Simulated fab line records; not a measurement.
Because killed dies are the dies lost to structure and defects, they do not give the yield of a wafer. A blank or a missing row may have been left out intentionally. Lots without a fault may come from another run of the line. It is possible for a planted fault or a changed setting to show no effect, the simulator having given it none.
Which tool is to blame? || flow gf180mcu || Sampling: 6 lots, 18 wafers, 2 of 602 route steps

WHAT THE GAUGES SHOWED, per wafer
GF_HV_LDD_RS_MEAS_53: a four-point-probe measurement.
{"lot": "L956", "measured": "day 12 21:43", "on": "film metro-03", "HV_LDD_RS (ohm/sq)": "417.9 418.6 418.9"}
{"lot": "L958", "measured": "day 13 19:25", "on": "film metro-03", "HV_LDD_RS (ohm/sq)": "425.7 424.9 423.2 424.9 424.4 423.1"}
{"lot": "L967", "measured": "day 16 20:13", "on": "film metro-03", "HV_LDD_RS (ohm/sq)": "417.9 419.5 418.4"}
{"lot": "L970", "measured": "day 17 18:56", "on": "film metro-03", "HV_LDD_RS (ohm/sq)": "418.1 417.9 418.3"}
{"lot": "L972", "measured": "day 18 14:19", "on": "film metro-03", "HV_LDD_RS (ohm/sq)": "416.8 417.9 418.1"}
{"lot": "L977", "measured": "day 20 02:10", "on": "film metro-02", "HV_LDD_RS (ohm/sq)": "418.4 419.9 419.6"}

TOOL THAT RAN EACH LOT (tool first, then ch and the chambers of the sampled wafers, then the start)
{"lot": "L956", "GF_HV_LDD_IMPLANT_09": "implanter-02 ch 0, day 10 12:54"}
{"lot": "L958", "GF_HV_LDD_IMPLANT_09": "implanter-02 ch 0, day 11 07:53"}
{"lot": "L967", "GF_HV_LDD_IMPLANT_09": "implanter-03 ch 0, day 14 02:35"}
{"lot": "L970", "GF_HV_LDD_IMPLANT_09": "implanter-03 ch 0, day 14 22:55"}
{"lot": "L972", "GF_HV_LDD_IMPLANT_09": "implanter-02 ch 0, day 15 15:37"}
{"lot": "L977", "GF_HV_LDD_IMPLANT_09": "implanter-02 ch 0, day 17 02:49"}
- GF_HV_LDD_IMPLANT_09

THE ANSWER, worked out from the rows above alone
Rule: the usual values come from the lots themselves. Put in order of their means at a reading, lots are off if they are a third of the lots or fewer, leave a main group of 4 or more, and stand apart from it by a gap of 3 or more times the standard deviation of the main group's means; of several such gaps the widest counts. Not used: any main group whose means are identical at the precision the tables above print for the reading. Also off: a lot with no number at a reading for which 4 or more lots have one. All remaining lots with rows at the step are treated as sound.
Off: L958, seen at GF_HV_LDD_RS_MEAS_53 (HV_LDD_RS). Mean 418.4 ohm/sq and standard deviation 0.56 in the main group.
If a tool, at a process step before that reading, ran all the lots that are off and no sound lot after the first of them, it fits. Those tools and the gauges at GF_HV_LDD_RS_MEAS_53 are tried in the same way. No candidate that was tried fits.

WHAT HAD BEEN PUT IN BY THE SIMULATOR
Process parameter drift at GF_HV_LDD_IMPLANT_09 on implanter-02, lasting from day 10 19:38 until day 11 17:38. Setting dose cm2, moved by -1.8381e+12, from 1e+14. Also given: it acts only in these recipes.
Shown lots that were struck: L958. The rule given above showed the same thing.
